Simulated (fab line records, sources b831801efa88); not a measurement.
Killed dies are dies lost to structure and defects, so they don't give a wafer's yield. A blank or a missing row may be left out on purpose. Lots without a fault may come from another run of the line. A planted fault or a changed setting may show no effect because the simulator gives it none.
Which tool did it? | flow gf180mcu | 10 lots, 30 wafers sampled, at 5 steps of a route of 602

WHAT THE GAUGES READ, wafer by wafer
GF_HV_LDD_CD_MEAS_31: target cd 400 nm.
lot  | measured     | on        | cd_nm (nm)
L742 | day 11 13:17 | cd_sem-01 | 399.8 401.5 399.1
L746 | day 12 22:36 | cd_sem-02 | 399.4 399.6 397.6
L748 | day 13 20:30 | cd_sem-01 | 401.1 402.0 399.4
L751 | day 14 11:25 | cd_sem-02 | 399.3 399.8 403.3
L754 | day 15 11:20 | cd_sem-02 | 401.5 400.2 401.3
L755 | day 15 22:50 | cd_sem-02 | 398.3 399.3 398.7
L759 | day 17 00:10 | cd_sem-01 | 402.6 403.8 401.1
L760 | day 17 07:19 | cd_sem-01 | 402.2 400.6 399.8
L761 | day 17 17:01 | cd_sem-01 | 395.7 395.5 397.9
L763 | day 18 13:27 | cd_sem-01 | 400.3 400.9 401.6

GF_PSD_RS_MEAS_14: measures by four-point-probe.
lot  | measured     | on            | NSD_RS (ohm/sq)
L742 | day 14 03:44 | film_metro-03 | 46.10 46.13 46.12
L746 | day 15 18:21 | film_metro-01 | 46.15 46.15 46.13
L748 | day 16 19:32 | film_metro-04 | 46.17 46.23 46.21
L751 | day 17 10:34 | film_metro-03 | 46.03 46.03 46.03
L754 | day 18 11:38 | film_metro-04 | 46.16 46.09 45.95
L755 | day 19 01:05 | film_metro-01 | 46.00 46.13 46.03
L759 | day 20 04:46 | film_metro-04 | 46.16 46.29 46.19
L760 | day 20 12:13 | film_metro-04 | 44.56 44.53 44.53
L761 | day 20 20:16 | film_metro-03 | 44.55 44.60 44.62
L763 | day 21 18:08 | film_metro-04 | 46.04 46.34 46.22

WHICH TOOL RAN EACH LOT (tool, then ch and the chambers of the sampled wafers, then the start)
lot  | GF_HV_LDD_STRIP_37                   | GF_NSD_IMPLANT_09               | GF_NSD_STRIP_11
L742 | plasma_asher-03 ch 0,1, day 11 14:03 | implanter-04 ch 0, day 13 07:23 | plasma_asher-02 ch 0,1, day 13 07:41
L746 | plasma_asher-04 ch 0,1, day 12 23:22 | implanter-02 ch 0, day 14 20:05 | plasma_asher-02 ch 0,1, day 14 20:23
L748 | plasma_asher-01 ch 0,1, day 13 21:16 | implanter-04 ch 0, day 15 20:20 | plasma_asher-01 ch 0,1, day 15 20:38
L751 | plasma_asher-01 ch 0,1, day 14 12:10 | implanter-02 ch 0, day 16 11:16 | plasma_asher-02 ch 0,1, day 16 11:33
L754 | plasma_asher-04 ch 0,1, day 15 12:05 | implanter-04 ch 0, day 17 11:45 | plasma_asher-01 ch 0,1, day 17 12:02
L755 | plasma_asher-04 ch 0,1, day 15 23:35 | implanter-01 ch 0, day 18 00:14 | plasma_asher-01 ch 0,1, day 18 00:32
L759 | plasma_asher-01 ch 1, day 17 00:53   | implanter-02 ch 0, day 19 03:43 | plasma_asher-04 ch 1, day 19 03:59
L760 | plasma_asher-04 ch 0,1, day 17 08:02 | implanter-04 ch 0, day 19 11:25 | plasma_asher-01 ch 0,1, day 19 11:41
L761 | plasma_asher-01 ch 0,1, day 17 17:44 | implanter-04 ch 0, day 19 19:40 | plasma_asher-02 ch 0,1, day 19 19:56
L763 | plasma_asher-01 ch 0,1, day 18 14:13 | implanter-02 ch 0, day 20 17:35 | plasma_asher-01 ch 0,1, day 20 17:53
- GF_HV_LDD_STRIP_37: strips in O2/N2.
- GF_NSD_IMPLANT_09
- GF_NSD_STRIP_11: strips in O2/N2.

WHAT THE TOOLS THEMSELVES READ (means of the sampled wafers that have a number; where no wafer has one, the mark that the record gives instead)
GF_HV_LDD_STRIP_37.
lot  | tool            | drypump_motor_current_A (A) | heater_power_w (W) | n2_flow_sccm (sccm) | oes_product_au (a.u.) | platen_temp_c (C) | strip_time_to_endpoint_s (s)
L742 | plasma_asher-03 | 6.15                        | 320                | 300.4               | 0.715                 | 249.87            | 12.65
L746 | plasma_asher-04 | 6.28                        | 372                | 299.2               | 0.719                 | 249.98            | 12.62
L748 | plasma_asher-01 | 6.53                        | 370                | 300.0               | 0.715                 | 250.08            | 12.62
L751 | plasma_asher-01 | 6.53                        | 371                | 299.5               | 0.713                 | 250.03            | 12.69
L754 | plasma_asher-04 | 6.31                        | 377                | 299.2               | 0.715                 | 250.04            | 12.68
L755 | plasma_asher-04 | 6.28                        | 364                | 299.4               | 0.712                 | 249.99            | 12.63
L759 | plasma_asher-01 | 6.52                        | 373                | 300.4               | 0.718                 | 250.04            | 12.67
L760 | plasma_asher-04 | 6.29                        | 375                | 299.6               | 0.717                 | 249.94            | 12.69
L761 | plasma_asher-01 | 6.55                        | 361                | 300.6               | 0.714                 | 249.97            | 12.61
L763 | plasma_asher-01 | 6.54                        | 356                | 299.6               | 0.712                 | 249.96            | 12.64

GF_NSD_IMPLANT_09.
lot  | tool         | beam_on_s (s) | dose_ions_cm2 | faraday_current_uA
L742 | implanter-04 | 16.4          | 3.999e+15     | 13311
L746 | implanter-02 | 18.3          | 4.002e+15     | 11981
L748 | implanter-04 | 16.3          | 3.998e+15     | 13371
L751 | implanter-02 | 18.2          | 4.004e+15     | 12058
L754 | implanter-04 | 16.1          | 4.002e+15     | 13490
L755 | implanter-01 | 15.7          | 4.005e+15     | 13898
L759 | implanter-02 | 17.9          | 4.003e+15     | 12266
L760 | implanter-04 | 24.2          | 6.009e+15     | 13658
L761 | implanter-04 | 24.4          | 6.012e+15     | 13460
L763 | implanter-02 | 18.0          | 4.000e+15     | 12151

GF_NSD_STRIP_11.
lot  | tool            | drypump_motor_current_A (A) | heater_power_w (W) | n2_flow_sccm (sccm) | oes_product_au (a.u.) | platen_temp_c (C) | strip_time_to_endpoint_s (s)
L742 | plasma_asher-02 | 6.46                        | 356                | 299.5               | 0.491                 | 250.04            | 22.99
L746 | plasma_asher-02 | 6.44                        | 357                | 299.0               | 0.487                 | 249.96            | 22.94
L748 | plasma_asher-01 | 6.54                        | 364                | 299.8               | 0.486                 | 249.79            | 22.96
L751 | plasma_asher-02 | 6.44                        | 359                | 301.1               | 0.487                 | 249.91            | 23.02
L754 | plasma_asher-01 | 6.53                        | 369                | 299.4               | 0.488                 | 249.86            | 22.94
L755 | plasma_asher-01 | 6.54                        | 356                | 300.6               | 0.489                 | 250.00            | 22.97
L759 | plasma_asher-04 | 6.32                        | 382                | 300.6               | 0.488                 | 250.12            | 22.99
L760 | plasma_asher-01 | 6.51                        | 364                | 300.6               | 0.474                 | 249.98            | 23.86
L761 | plasma_asher-02 | 6.45                        | 342                | 298.6               | 0.479                 | 250.09            | 23.90
L763 | plasma_asher-01 | 6.52                        | 367                | 300.1               | 0.487                 | 250.14            | 22.96

THE ANSWER, worked out from the rows above alone
Rule: what is usual is taken from the lots themselves. Put in order of their means at a reading, lots are off if they are a third of the lots or fewer, leave a main group of 4 or more, and stand apart from it by a gap of 3 or more times the standard deviation of the main group's means; of several such gaps the widest counts. A main group whose means are all the same, to the digits that the tables above print for the reading, isn't used. A lot without any number at a reading at which 4 lots or more have one is off too. The other lots that the step has rows for count as sound. The gauges are gone through in route order, then the tools' own readings, and for those a lot's mean is taken as printed above. The first step at which some lot is off is used, and at that step the reading that is off furthest; a lot without a number counts as furthest.
Off: L760, L761, at GF_PSD_RS_MEAS_14 (NSD_RS). The main group: mean 46.13 ohm/sq, standard deviation 0.068.
A tool fits if, at a process step before that reading, it ran every lot that is off, and no sound lot after the first of them. The gauges at GF_PSD_RS_MEAS_14 aren't tried: what is off there is off at GF_NSD_IMPLANT_09 too, on other tools, and a gauge's error can't cause that. One fits: implanter-04 at GF_NSD_IMPLANT_09. Its last sound lot is L754 (day 17 11:45), its first lot that is off L760 (day 19 11:25): a fault that began between those two fits.
The tool's own readings at GF_NSD_IMPLANT_09 bear it out: on the lots that are off they differ by more than 5 times the standard deviation of the sound lots' means. beam_on_s reads 24.3 s there against 17.1 s on the sound lots; dose_ions_cm2 reads 6.010e+15 there against 4.002e+15 on the sound lots.

WHAT THE SIMULATOR HAD PUT IN
Process parameter drift: implanter-04, from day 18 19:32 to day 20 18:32, at GF_NSD_IMPLANT_09. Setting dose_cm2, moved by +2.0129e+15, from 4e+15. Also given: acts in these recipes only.
Lots struck among those shown: L760, L761. The rule above found the same.
